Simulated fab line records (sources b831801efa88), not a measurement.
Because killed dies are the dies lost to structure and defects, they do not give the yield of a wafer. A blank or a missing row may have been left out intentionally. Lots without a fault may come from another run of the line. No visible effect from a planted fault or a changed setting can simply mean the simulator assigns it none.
Which of the tools did it? -- flow gf180mcu -- 39 wafers from 13 lots sampled at 4 of the route's 602 steps

## WHAT EACH GAUGE READ, for each wafer
The record holds no reading of a measuring or inspecting step that can be judged against a usual standard deviation.

## WHICH TOOL RAN EACH LOT (tool, then ch and the chambers of the sampled wafers, then the start)
lot,GF_NSD_SOFTBAKE_03,GF_M3_SPUTTER_00,GF_M3_SPUTTER_03,GF_MIM_CVD_05
L681,"litho track-03 ch 0, day 12 18:17","pvd sputter-03, day 20 01:45","pvd sputter-03, day 20 01:55","pecvd-04 ch 1,2, day 24 05:30"
L683,"litho track-03 ch 0, day 13 14:07","pvd sputter-04, day 21 01:03","pvd sputter-04, day 21 01:13","pecvd-01 ch 1,2, day 25 03:05"
L684,"litho track-04 ch 0, day 13 20:57","pvd sputter-01, day 21 12:16","pvd sputter-01, day 21 12:25","pecvd-03 ch 0,1,2, day 25 13:06"
L685,"litho track-03 ch 0, day 14 04:34","pvd sputter-04, day 21 18:55","pvd sputter-04, day 21 19:04","pecvd-03 ch 0,1,2, day 25 18:50"
L686,"litho track-04 ch 0, day 14 17:17","pvd sputter-04, day 22 06:28","pvd sputter-04, day 22 06:38","pecvd-04 ch 0,1, day 26 05:16"
L687,"litho track-01 ch 0, day 14 23:43","pvd sputter-03, day 22 16:31","pvd sputter-03, day 22 16:41","pecvd-03 ch 0,1,2, day 26 15:05"
L688,"litho track-01 ch 0, day 15 06:31","pvd sputter-04, day 22 23:10","pvd sputter-04, day 22 23:19","pecvd-04 ch 0,1,2, day 26 21:35"
L690,"litho track-04 ch 0, day 15 21:48","pvd sputter-01, day 23 17:03","pvd sputter-01, day 23 17:13","pecvd-03 ch 0,1, day 27 11:47"
L691,"litho track-01 ch 0, day 16 08:28","pvd sputter-01, day 24 01:39","pvd sputter-01, day 24 01:49","pecvd-03 ch 0,2, day 27 20:45"
L692,"litho track-01 ch 0, day 16 14:46","pvd sputter-01, day 24 10:53","pvd sputter-01, day 24 11:02","pecvd-03 ch 1,2, day 28 04:55"
L696,"litho track-01 ch 0, day 18 04:04","pvd sputter-01, day 25 20:04","pvd sputter-01, day 25 20:14","pecvd-03 ch 1,2, day 29 10:55"
L697,"litho track-01 ch 0, day 18 10:22","pvd sputter-01, day 26 01:24","pvd sputter-01, day 26 01:34","pecvd-03 ch 0,2, day 29 15:05"
L702,"litho track-03 ch 0, day 20 02:04","pvd sputter-01, day 27 11:55","pvd sputter-01, day 27 12:04","pecvd-03 ch 1,2, day 30 21:55"
- GF_NSD_SOFTBAKE_03: time 60 s.
- GF_M3_SPUTTER_00: material Ti, target thk 37.5 nm, time 150 s.
- GF_M3_SPUTTER_03: material Ti, target thk 10 nm, time 6.7 s.
- GF_MIM_CVD_05: deposits Si3N4, target thk 42 nm, time 29.086 s.

## AS READ BY THE TOOLS THEMSELVES (means over the sampled wafers that have a number; for cases with no such wafer, the mark the record gives instead)
GF_NSD_SOFTBAKE_03. Usual: heater power total W 56.60 W, standard deviation 0.048; run length s 89.10 s, standard deviation 0.14.
lot,tool,heater power total W (W),run length s (s),flag
L681,litho track-03,56.62,89.10,
L683,litho track-03,56.59,89.18,
L684,litho track-04,56.64,89.19,
L685,litho track-03,56.55,89.05,
L686,litho track-04,56.63,89.20,
L687,litho track-01,56.62,88.99,
L688,litho track-01,56.59,88.90,
L690,litho track-04,56.58,89.13,
L691,litho track-01,56.60,89.11,
L692,litho track-01,56.57,89.01,
L696,litho track-01,56.61,88.94,
L697,litho track-01,56.91,87.90,OFF
L702,litho track-03,56.53,89.08,

GF_M3_SPUTTER_00. Usual: throttle valve pct 29.6 %, standard deviation 1.
lot,tool,throttle valve pct (%),flag
L681,pvd sputter-03,29.0,
L683,pvd sputter-04,30.4,
L684,pvd sputter-01,30.0,
L685,pvd sputter-04,30.9,
L686,pvd sputter-04,30.9,
L687,pvd sputter-03,28.3,
L688,pvd sputter-04,30.8,
L690,pvd sputter-01,29.5,
L691,pvd sputter-01,29.7,
L692,pvd sputter-01,30.0,
L696,pvd sputter-01,29.5,
L697,pvd sputter-01,30.2,
L702,pvd sputter-01,30.1,

GF_M3_SPUTTER_03. Usual: throttle valve pct 29.7 %, standard deviation 1.
lot,tool,throttle valve pct (%),flag
L681,pvd sputter-03,28.9,
L683,pvd sputter-04,30.4,
L684,pvd sputter-01,30.1,
L685,pvd sputter-04,30.9,
L686,pvd sputter-04,30.7,
L687,pvd sputter-03,28.6,
L688,pvd sputter-04,30.8,
L690,pvd sputter-01,29.3,
L691,pvd sputter-01,29.8,
L692,pvd sputter-01,29.9,
L696,pvd sputter-01,29.6,
L697,pvd sputter-01,30.3,
L702,pvd sputter-01,30.0,

GF_MIM_CVD_05. Usual: heater power w 630 W, standard deviation 100.
lot,tool,heater power w (W),flag
L681,pecvd-04,578,
L683,pecvd-01,584,
L684,pecvd-03,619,
L685,pecvd-03,630,
L686,pecvd-04,571,
L687,pecvd-03,589,
L688,pecvd-04,671,
L690,pecvd-03,597,
L691,pecvd-03,647,
L692,pecvd-03,700,
L696,pecvd-03,553,
L697,pecvd-03,662,
L702,pecvd-03,564,

## THE ANSWER, worked out from the rows above alone
Rule: lot off if the mean of its wafers having a number is beyond 3 standard deviations from the usual mean. A lot without any number at a reading at which 4 lots or more have one is off too. The other lots that the step has rows for count as sound. First the gauges in route order, then the tools' own readings, where a lot's mean is used as printed above. At the first step where some lot is off, the reading lying furthest off is the one used; lots without a number count as furthest.
Off: L697 (GF_NSD_SOFTBAKE_03, run length s).
If a tool, at that step or one of the process steps before it, ran each lot that is off and ran no sound lot following the first of them, it fits. One candidate fits, namely litho track-01 at GF_NSD_SOFTBAKE_03. A fault onset in the window from L696 (day 18 04:04, its last sound lot) to L697 (day 18 10:22, its first lot off) fits.
The tool's own readings at GF_NSD_SOFTBAKE_03 bear it out: on the lots that are off they differ by more than 5 times the standard deviation of the sound lots' means. heater power total W reads 56.91 W there against 56.59 W on the sound lots; run length s reads 87.90 s there against 89.07 s on the sound lots.

## WHAT HAD BEEN PUT IN BY THE SIMULATOR
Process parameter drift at GF_NSD_SOFTBAKE_03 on litho track-01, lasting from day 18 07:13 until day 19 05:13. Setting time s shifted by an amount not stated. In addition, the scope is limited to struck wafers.
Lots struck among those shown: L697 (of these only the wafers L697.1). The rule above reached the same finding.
